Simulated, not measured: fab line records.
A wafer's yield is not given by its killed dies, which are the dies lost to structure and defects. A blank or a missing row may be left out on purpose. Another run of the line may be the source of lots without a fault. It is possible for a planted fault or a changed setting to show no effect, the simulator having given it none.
fab line records + flow sky130 + part 2 of 2: steps 34 to 46 of 46
record:
- lots: 5
- wafers: 15
- lastDay: 50
route steps=708 shown VT_ADJUST_HVTR@137 VT_ADJUST_PCH@143 SONOS_TUNNEL@154 SONOS_ONO@168
lots that met no fault: from a run of the same line without faults
startH: the number of hours between the record's first day and the start of the first shown wafer of the lot + waitH: time in hours since the lot's previous step + " identical to the entry in the row above + L1.1+2: a single row standing in for several wafers + - either no value or no given start + * or withheld: withheld + < > ~ a bound
route shown NAME@n: NAME is a module with steps in the file, n the number in the route of the first one + usual: mean/standard deviation taken from wafers without a fault + same: alike in all rows + chamber/n: place in a boat + sites: per-site readings + _std_site: the values' standard deviation + _edge_site: mean of outer sites minus mean of inner sites + radiusMm: how far each site lies from the wafer's centre + mask NAME#n: copy n + behind: the last tool/chamber to shape the wafer + hold: cause of the lot's hold/its duration in hours/its outcome + device: names the non-switching transistor (n, p or np) + end of line: tests of these same wafers at the route's end + a step with no rows: only its recipe + killed: dies that structure and defects cost at the first sort, which is not the same as the wafer's yield + map: a wafer's dies, x killed, . not, _ none there
set.NAME: the run value of the setting; set.NAME@STEP: its run value at that earlier step + model.NAME: the simulator's own value behind a step, which no gauge read
lots seen at some steps along the route; tables by step, rows by wafer
services: from which hour (startH, from the record's first day; less than 0 if before it) a tool's chamber was out of use, for how many hours, and why
== steps ==
step: SKY_SONOS_ONO_CVD_02
recipe:
- material: Si3N4
- precursor: DCS/NH3
- targetThkNm: 10.5
- tempC: 770
- timeS: 180
- pressureMtorr: 250
usual:
- spikeTcLowerC: 769.6/1.3
- zonePowerLowerPct: 13.2/1.7
| lot.wafer | tool     | chamber | startH | waitH | spikeTcLowerC | zonePowerLowerPct |
|-----------|----------|---------|--------|-------|---------------|-------------------|
| L079.3    | lpcvd-02 | 1       | 291.30 | 0.4   | 770.8         | 12.0              |
| L079.4    | "        | 1       | "      | "     | 767.5         | 12.1              |
| L079.6    | "        | 1       | "      | "     | 769.3         | 12.1              |
| L082.1    | lpcvd-02 | 1       | 318.65 | 1.2   | 770.7         | 12.0              |
| L082.4    | "        | 1       | "      | "     | 770.3         | 12.2              |
| L082.5    | "        | 1       | "      | "     | 770.7         | 12.0              |
| L084.2    | lpcvd-02 | 0       | 329.27 | 3.5   | 768.5         | 15.7              |
| L084.3    | "        | 0       | "      | "     | 768.5         | 15.8              |
| L084.5    | "        | 0       | "      | "     | 768.7         | 15.8              |
| L093.1    | lpcvd-02 | 1       | 407.44 | 0.1   | 770.1         | 12.0              |
| L093.3    | "        | 1       | "      | "     | 768.6         | 11.9              |
| L093.5    | "        | 1       | "      | "     | 769.1         | 11.9              |
| L097.2    | lpcvd-02 | 1       | 430.02 | 0.0   | 769.6         | 12.1              |
| L097.4    | "        | 1       | "      | "     | 770.3         | 12.1              |
| L097.5    | "        | 1       | "      | "     | 768.0         | 12.0              |
step: SKY_SONOS_ONO_THK_MEAS_03
recipe:
- reads: Si3N4_of_SONOS_ONO_CVD_02
usual:
- SONOS_ONO_CVD_02_THK: 10.44/0.14
| lot.wafer | tool         | chamber | startH | waitH | SONOS_ONO_CVD_02_THK[nm] |
|-----------|--------------|---------|--------|-------|--------------------------|
| L079.3    | filmMetro-03 | -       | 292.90 | 0.0   | 10.43                    |
| L079.4    | "            | -       | "      | "     | 10.26                    |
| L079.6    | "            | -       | "      | "     | 10.38                    |
| L082.1    | filmMetro-04 | -       | 319.70 | 0.0   | 10.57                    |
| L082.4    | "            | -       | "      | "     | 10.65                    |
| L082.5    | "            | -       | "      | "     | 10.66                    |
| L084.2    | filmMetro-03 | -       | 330.85 | 0.0   | 10.30                    |
| L084.3    | "            | -       | "      | "     | 10.61                    |
| L084.5    | "            | -       | "      | "     | 10.46                    |
| L093.1    | filmMetro-01 | -       | 409.02 | 0.0   | 10.41                    |
| L093.3    | "            | -       | "      | "     | 10.46                    |
| L093.5    | "            | -       | "      | "     | 10.23                    |
| L097.2    | filmMetro-04 | -       | 431.08 | 0.0   | 10.56                    |
| L097.4    | "            | -       | "      | "     | 10.49                    |
| L097.5    | "            | -       | "      | "     | 10.58                    |
step: SKY_SONOS_ONO_CVD_04
recipe:
- material: SiO2
- precursor: SiH4/N2O
- targetThkNm: 5.7199
- tempC: 900
- pressureMtorr: 400
usual:
- spikeTcLowerC: 900.8/1.4
- zonePowerLowerPct: 17.55/0.27
| lot.wafer | tool     | chamber | startH | waitH | spikeTcLowerC | zonePowerLowerPct |
|-----------|----------|---------|--------|-------|---------------|-------------------|
| L079.3    | lpcvd-03 | 1       | 292.94 | 0.0   | 900.2         | 17.78             |
| L079.4    | "        | 1       | "      | "     | 903.0         | 17.64             |
| L079.6    | "        | 1       | "      | "     | 901.9         | 17.65             |
| L082.1    | lpcvd-03 | 0       | 319.76 | 0.1   | 899.6         | 17.21             |
| L082.4    | "        | 0       | "      | "     | 899.3         | 17.19             |
| L082.5    | "        | 0       | "      | "     | 898.8         | 17.47             |
| L084.2    | lpcvd-03 | 0       | 330.90 | 0.0   | 900.1         | 17.03             |
| L084.3    | "        | 0       | "      | "     | 900.4         | 17.27             |
| L084.5    | "        | 0       | "      | "     | 900.8         | 17.26             |
| L093.1    | lpcvd-03 | 1       | 409.08 | 0.1   | 902.7         | 17.95             |
| L093.3    | "        | 1       | "      | "     | 903.5         | 17.80             |
| L093.5    | "        | 1       | "      | "     | 901.6         | 18.04             |
| L097.2    | lpcvd-03 | 1       | 431.13 | 0.0   | 902.7         | 17.84             |
| L097.4    | "        | 1       | "      | "     | 902.1         | 17.93             |
| L097.5    | "        | 1       | "      | "     | 899.9         | 18.20             |
step: SKY_SONOS_ONO_THK_MEAS_05
recipe:
- reads: SiO2_of_SONOS_ONO_CVD_04
usual:
- SONOS_ONO_CVD_04_THK: 5.78/0.11
| lot.wafer | tool         | chamber | startH | waitH | SONOS_ONO_CVD_04_THK[nm] |
|-----------|--------------|---------|--------|-------|--------------------------|
| L079.3    | filmMetro-04 | -       | 294.21 | 0.0   | 5.80                     |
| L079.4    | "            | -       | "      | "     | 5.72                     |
| L079.6    | "            | -       | "      | "     | 5.78                     |
| L082.1    | filmMetro-01 | -       | 321.01 | 0.0   | 5.88                     |
| L082.4    | "            | -       | "      | "     | 5.80                     |
| L082.5    | "            | -       | "      | "     | 5.88                     |
| L084.2    | filmMetro-03 | -       | 332.16 | 0.0   | 5.91                     |
| L084.3    | "            | -       | "      | "     | 5.90                     |
| L084.5    | "            | -       | "      | "     | 5.88                     |
| L093.1    | filmMetro-03 | -       | 410.33 | 0.0   | 5.73                     |
| L093.3    | "            | -       | "      | "     | 5.68                     |
| L093.5    | "            | -       | "      | "     | 5.71                     |
| L097.2    | filmMetro-04 | -       | 432.39 | 0.0   | 5.52                     |
| L097.4    | "            | -       | "      | "     | 5.54                     |
| L097.5    | "            | -       | "      | "     | 5.68                     |
step: SKY_SONOS_ONO_DEHYDRATE_06
recipe:
- tempC: 200
- timeS: 60
| lot.wafer  | tool          | chamber | startH | waitH |
|------------|---------------|---------|--------|-------|
| L079.3+4+6 | lithoTrack-01 | 0       | 306.86 | 12.6  |
| L082.1+4+5 | lithoTrack-01 | 0       | 334.16 | 13.1  |
| L084.2+3+5 | lithoTrack-02 | 0       | 345.15 | 13.0  |
| L093.1+3+5 | lithoTrack-02 | 0       | 424.07 | 13.7  |
| L097.2+4+5 | lithoTrack-03 | 0       | 447.01 | 14.6  |
step: SKY_SONOS_ONO_HMDS_07
recipe:
- primeTimeS: 60
- primeTempC: 120
| lot.wafer  | tool          | chamber | startH | waitH |
|------------|---------------|---------|--------|-------|
| L079.3+4+6 | lithoTrack-01 | 0       | 307.01 | 0.1   |
| L082.1+4+5 | lithoTrack-01 | 0       | 334.31 | 0.1   |
| L084.2+3+5 | lithoTrack-02 | 0       | 345.30 | 0.1   |
| L093.1+3+5 | lithoTrack-02 | 0       | 424.22 | 0.1   |
| L097.2+4+5 | lithoTrack-03 | 0       | 447.16 | 0.1   |
step: SKY_SONOS_ONO_COAT_08
recipe:
- resist: NOVOLAK
- spinRpm: 3000
- resistThkNm: 1140
usual:
- spinSpeedRpm: 3000.1/2
| lot.wafer | tool          | chamber | startH | waitH | spinSpeedRpm |
|-----------|---------------|---------|--------|-------|--------------|
| L079.3    | lithoTrack-01 | 0       | 307.16 | 0.1   | 2999.1       |
| L079.4    | "             | 0       | "      | "     | 2999.8       |
| L079.6    | "             | 0       | "      | "     | 3004.1       |
| L082.1    | lithoTrack-01 | 0       | 334.46 | 0.1   | 3001.0       |
| L082.4    | "             | 0       | "      | "     | 3001.3       |
| L082.5    | "             | 0       | "      | "     | 2999.1       |
| L084.2    | lithoTrack-02 | 0       | 345.45 | 0.1   | 2998.3       |
| L084.3    | "             | 0       | "      | "     | 2999.2       |
| L084.5    | "             | 0       | "      | "     | 2999.0       |
| L093.1    | lithoTrack-02 | 0       | 424.37 | 0.1   | 2993.9       |
| L093.3    | "             | 0       | "      | "     | 2999.0       |
| L093.5    | "             | 0       | "      | "     | 2997.9       |
| L097.2    | lithoTrack-03 | 0       | 447.31 | 0.1   | 3001.8       |
| L097.4    | "             | 0       | "      | "     | 3002.6       |
| L097.5    | "             | 0       | "      | "     | 3001.3       |
step: SKY_SONOS_ONO_SOFTBAKE_09
recipe:
- tempC: 90
- timeS: 60
- resist: NOVOLAK
| lot.wafer  | tool          | chamber | startH | waitH |
|------------|---------------|---------|--------|-------|
| L079.3+4+6 | lithoTrack-01 | 0       | 307.31 | 0.1   |
| L082.1+4+5 | lithoTrack-01 | 0       | 334.61 | 0.1   |
| L084.2+3+5 | lithoTrack-02 | 0       | 345.60 | 0.1   |
| L093.1+3+5 | lithoTrack-02 | 0       | 424.52 | 0.1   |
| L097.2+4+5 | lithoTrack-03 | 0       | 447.46 | 0.1   |
step: SKY_SONOS_ONO_EXPOSE_10
recipe:
- maskId: ONOM
- targetCdNm: 410
- na: 0.6
- sourceShape: conventional
- sigmaOuter: 0.6
- doseMj: 150
| lot.wafer  | tool            | chamber | startH | waitH | mask   |
|------------|-----------------|---------|--------|-------|--------|
| L079.3+4+6 | ilineStepper-01 | 0       | -      | -     | ONOM#0 |
| L082.1+4+5 | ilineStepper-01 | 0       | -      | -     | ONOM#0 |
| L084.2+3+5 | ilineStepper-01 | 0       | -      | -     | ONOM#0 |
| L093.1+3+5 | ilineStepper-01 | 0       | -      | -     | ONOM#0 |
| L097.2+4+5 | ilineStepper-01 | 0       | -      | -     | ONOM#0 |
step: SKY_SONOS_ONO_PEB_11
recipe:
- tempC: withheld
- timeS: *
- resist: NOVOLAK
| lot.wafer  | tool          | chamber | startH | waitH |
|------------|---------------|---------|--------|-------|
| L079.3+4+6 | lithoTrack-03 | 0       | -      | -     |
| L082.1+4+5 | lithoTrack-01 | 0       | -      | -     |
| L084.2+3+5 | lithoTrack-02 | 0       | -      | -     |
| L093.1+3+5 | lithoTrack-03 | 0       | -      | -     |
| L097.2+4+5 | lithoTrack-02 | 0       | -      | -     |
step: SKY_SONOS_ONO_DEVELOP_12
recipe:
- developTimeS: 60
- devTempC: 23
| lot.wafer  | tool          | chamber | startH | waitH |
|------------|---------------|---------|--------|-------|
| L079.3+4+6 | lithoTrack-03 | 0       | 318.58 | 0.1   |
| L082.1+4+5 | lithoTrack-01 | 0       | 348.96 | 0.1   |
| L084.2+3+5 | lithoTrack-02 | 0       | 358.75 | 0.1   |
| L093.1+3+5 | lithoTrack-03 | 0       | 440.28 | 0.1   |
| L097.2+4+5 | lithoTrack-02 | 0       | 461.85 | 0.1   |
step: SKY_SONOS_ONO_CD_MEAS_13
recipe:
- targetCdNm: 410
usual:
- cdNm: 409.9/2.2
| lot.wafer | tool     | chamber | startH | waitH | cdNm  |
|-----------|----------|---------|--------|-------|-------|
| L079.3    | cdSem-02 | -       | 318.72 | 0.1   | 408.4 |
| L079.4    | "        | -       | "      | "     | 407.6 |
| L079.6    | "        | -       | "      | "     | 409.1 |
| L082.1    | cdSem-02 | -       | 349.11 | 0.1   | 407.3 |
| L082.4    | "        | -       | "      | "     | 406.4 |
| L082.5    | "        | -       | "      | "     | 408.4 |
| L084.2    | cdSem-01 | -       | 358.89 | 0.1   | 408.4 |
| L084.3    | "        | -       | "      | "     | 410.2 |
| L084.5    | "        | -       | "      | "     | 407.5 |
| L093.1    | cdSem-02 | -       | 440.43 | 0.1   | 409.4 |
| L093.3    | "        | -       | "      | "     | 409.8 |
| L093.5    | "        | -       | "      | "     | 411.1 |
| L097.2    | cdSem-01 | -       | 461.99 | 0.1   | 412.0 |
| L097.4    | "        | -       | "      | "     | 409.0 |
| L097.5    | "        | -       | "      | "     | 411.9 |
step: SKY_SONOS_ONO_OVL_MEAS_14
usual:
- SONOS_ONO_OVL: 0.0/1.5
| lot.wafer | tool       | chamber | startH | waitH | SONOS_ONO_OVL[nm] |
|-----------|------------|---------|--------|-------|-------------------|
| L079.3    | overlay-02 | -       | 318.81 | 0.1   | 0.3               |
| L079.4    | "          | -       | "      | "     | 1.9               |
| L079.6    | "          | -       | "      | "     | 3.3               |
| L082.1    | overlay-02 | -       | 349.23 | 0.1   | 2.3               |
| L082.4    | "          | -       | "      | "     | 1.5               |
| L082.5    | "          | -       | "      | "     | 0.2               |
| L084.2    | overlay-02 | -       | 359.00 | 0.1   | -0.3              |
| L084.3    | "          | -       | "      | "     | -0.9              |
| L084.5    | "          | -       | "      | "     | 0.0               |
| L093.1    | overlay-01 | -       | 440.55 | 0.1   | 0.8               |
| L093.3    | "          | -       | "      | "     | 2.0               |
| L093.5    | "          | -       | "      | "     | -1.0              |
| L097.2    | overlay-02 | -       | 462.10 | 0.1   | 1.0               |
| L097.4    | "          | -       | "      | "     | -1.0              |
| L097.5    | "          | -       | "      | "     | 1.8               |
== services ==
| tool            | chamber | startH | hours | kind   |
|-----------------|---------|--------|-------|--------|
| implanter-03    | -       | 220.95 | 3.0   | repair |
| furnace-01      | -       | 225.71 | 2.8   | pm     |
| implanter-03    | -       | 246.43 | 6.0   | repair |
| plasmaAsher-04  | -       | 260.32 | 7.4   | repair |
| wetBench-04     | -       | 276.98 | 8.2   | repair |
| implanter-03    | -       | 281.86 | 1.6   | repair |
| plasmaAsher-04  | -       | 287.19 | 1.5   | repair |
| wetBench-02     | -       | 295.39 | 7.7   | repair |
| lpcvd-02        | -       | 295.56 | 17.2  | pm     |
| ilineStepper-01 | -       | 304.35 | 1.7   | pm     |
| lpcvd-02        | -       | 312.76 | 2.8   | pm     |
| ilineStepper-02 | -       | 339.56 | 1.0   | repair |
| implanter-02    | -       | 366.83 | 1.6   | repair |
| implanter-01    | -       | 368.88 | 3.2   | pm     |
| plasmaAsher-02  | -       | 377.76 | 0.6   | repair |
| ilineStepper-01 | -       | 378.22 | 2.6   | repair |
| ilineStepper-02 | -       | 380.90 | 1.7   | pm     |
| wetBench-04     | -       | 386.13 | 1.9   | pm     |
| furnace-01      | -       | 394.18 | 3.3   | pm     |
| implanter-01    | -       | 395.23 | 2.4   | repair |
| implanter-04    | -       | 404.03 | 3.2   | repair |
| implanter-01    | -       | 417.49 | 65.9  | pm     |
| wetBench-02     | -       | 420.95 | 1.5   | repair |
| plasmaAsher-02  | -       | 421.25 | 9.0   | pm     |
